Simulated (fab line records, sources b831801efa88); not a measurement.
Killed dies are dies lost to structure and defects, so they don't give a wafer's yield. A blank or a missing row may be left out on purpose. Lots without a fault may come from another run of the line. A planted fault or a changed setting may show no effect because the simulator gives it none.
Which tool did it? | flow gf180mcu | 11 lots, 33 wafers sampled, at 4 steps of a route of 602

WHAT THE GAUGES READ, wafer by wafer
GF_V5_THK_MEAS_03. Usual: V5_CVD_02_THK 1446 nm, standard deviation 19.
lot  | measured     | on            | V5_CVD_02_THK (nm) | flag
L814 | day 29 00:53 | film_metro-01 | 1425 1448 1418     |
L815 | day 29 02:32 | film_metro-01 | 1442 1443 1444     |
L816 | day 29 15:04 | film_metro-03 | 1407 1443 1440     |
L817 | day 30 00:48 | film_metro-02 | 1426 1437 1432     |
L818 | day 30 10:11 | film_metro-03 | 1430 1488 1467     |
L819 | day 30 12:50 | film_metro-03 | 1435 1425 1438     |
L823 | day 31 10:33 | film_metro-03 | 1455 1443 1445     |
L825 | day 32 00:26 | film_metro-03 | 1401 1441 1457     |
L828 | day 32 14:54 | film_metro-03 | 1407 1445 1445     |
L831 | day 33 14:13 | film_metro-02 | 1458 1440 1440     |
L833 | day 33 19:13 | film_metro-01 | 1449 1432 1439     |

GF_V5_RS_MEAS_24: measures by four-point-probe. Usual: V5_W_RS 0.324 ohm/sq, standard deviation 0.0059.
lot  | measured     | on            | V5_W_RS (ohm/sq)  | flag
L814 | day 29 22:29 | film_metro-02 | 0.322 0.322 0.320 |
L815 | day 30 00:35 | film_metro-01 | 0.322 0.323 0.322 |
L816 | day 30 12:32 | film_metro-03 | 0.321 0.315 0.316 |
L817 | day 30 22:02 | film_metro-01 | 0.328 0.330 0.326 |
L818 | day 31 06:32 | film_metro-03 | 0.320 0.328 0.320 |
L819 | day 31 09:55 | film_metro-01 | 0.327 0.323 0.325 |
L823 | day 32 06:44 | film_metro-01 | 0.505 0.513 0.511 | OFF
L825 | day 32 20:34 | film_metro-02 | 0.504 0.501 0.325 | OFF
L828 | day 33 10:01 | film_metro-01 | 0.315 0.328 0.326 |
L831 | day 34 08:29 | film_metro-01 | 0.318 0.321 0.321 |
L833 | day 34 13:44 | film_metro-02 | 0.323 0.319 0.320 |

GF_V5_THK_MEAS_25: measures by xrf. Usual: V5_W_THK 355 nm, standard deviation 6.7.
lot  | measured     | on            | V5_W_THK (nm) | flag
L814 | day 29 22:37 | film_metro-02 | 357 359 362   |
L815 | day 30 00:42 | film_metro-01 | 356 357 358   |
L816 | day 30 12:38 | film_metro-03 | 354 362 359   |
L817 | day 30 22:09 | film_metro-01 | 352 348 355   |
L818 | day 31 06:38 | film_metro-03 | 357 347 357   |
L819 | day 31 10:02 | film_metro-01 | 353 358 355   |
L823 | day 32 06:52 | film_metro-01 | 228 225 226   | OFF
L825 | day 32 20:41 | film_metro-02 | 229 231 353   | OFF
L828 | day 33 10:08 | film_metro-01 | 368 352 353   |
L831 | day 34 08:35 | film_metro-01 | 364 358 357   |
L833 | day 34 13:50 | film_metro-02 | 353 357 357   |

WHICH TOOL RAN EACH LOT (tool, then ch and the chambers of the sampled wafers, then the start)
lot  | GF_V5_CVD_23
L814 | cvd_w-01 ch 0,1, day 29 22:23
L815 | cvd_w-01 ch 0,1, day 30 00:28
L816 | cvd_w-02 ch 0,1, day 30 12:24
L817 | cvd_w-01 ch 0,1, day 30 21:55
L818 | cvd_w-02 ch 0,1, day 31 06:24
L819 | cvd_w-01 ch 0,1, day 31 09:48
L823 | cvd_w-01 ch 0, day 32 06:38
L825 | cvd_w-01 ch 0,1, day 32 20:26
L828 | cvd_w-02 ch 0,1, day 33 09:55
L831 | cvd_w-02 ch 1, day 34 08:19
L833 | cvd_w-02 ch 1, day 34 13:32
- GF_V5_CVD_23: deposits W, target thk 350 nm, time 104.9 s.

WHAT THE TOOLS THEMSELVES READ (means of the sampled wafers that have a number; where no wafer has one, the mark that the record gives instead)
GF_V5_CVD_23. Usual: chamber_pressure_Torr 40.00 Torr, standard deviation 0.089; heater_power_w 916 W, standard deviation 98; susceptor_temp_C 399.98 C, standard deviation 0.19.
lot  | tool     | chamber_pressure_Torr (Torr) | heater_power_w (W) | susceptor_temp_C (C) | flag
L814 | cvd_w-01 | 40.03                        | 955                | 399.97               |
L815 | cvd_w-01 | 40.04                        | 971                | 399.90               |
L816 | cvd_w-02 | 40.02                        | 836                | 400.02               |
L817 | cvd_w-01 | 39.91                        | 1025               | 399.94               |
L818 | cvd_w-02 | 40.00                        | 831                | 400.13               |
L819 | cvd_w-01 | 40.03                        | 955                | 399.97               |
L823 | cvd_w-01 | 16.97                        | 1070               | 399.96               | OFF
L825 | cvd_w-01 | 24.66                        | 1038               | 400.02               | OFF
L828 | cvd_w-02 | 40.00                        | 850                | 399.95               |
L831 | cvd_w-02 | 40.05                        | 841                | 400.02               |
L833 | cvd_w-02 | 39.99                        | 835                | 399.94               |

THE ANSWER, worked out from the rows above alone
Rule: a lot is off if the mean of its wafers that have a number lies more than 3 standard deviations from the usual mean. A lot without any number at a reading at which 4 lots or more have one is off too. The other lots that the step has rows for count as sound. The gauges are gone through in route order, then the tools' own readings, and for those a lot's mean is taken as printed above. The first step at which some lot is off is used, and at that step the reading that is off furthest; a lot without a number counts as furthest.
Off: L823, L825, at GF_V5_RS_MEAS_24 (V5_W_RS).
A tool fits if, at a process step before that reading, it ran every lot that is off, and no sound lot after the first of them. The gauges at GF_V5_RS_MEAS_24 aren't tried: what is off there is off at GF_V5_CVD_23 too, on other tools, and a gauge's error can't cause that. One fits: cvd_w-01 at GF_V5_CVD_23. Its last sound lot is L819 (day 31 09:48), its first lot that is off L823 (day 32 06:38): a fault that began between those two fits.
The tool's own readings at GF_V5_CVD_23 bear it out: on the lots that are off they differ by more than 5 times the standard deviation of the sound lots' means. chamber_pressure_Torr reads 20.81 Torr there against 40.01 Torr on the sound lots.

WHAT THE SIMULATOR HAD PUT IN
Process parameter drift: cvd_w-01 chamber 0, from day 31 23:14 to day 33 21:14, at GF_V5_CVD_23. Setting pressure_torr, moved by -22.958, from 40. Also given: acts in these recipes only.
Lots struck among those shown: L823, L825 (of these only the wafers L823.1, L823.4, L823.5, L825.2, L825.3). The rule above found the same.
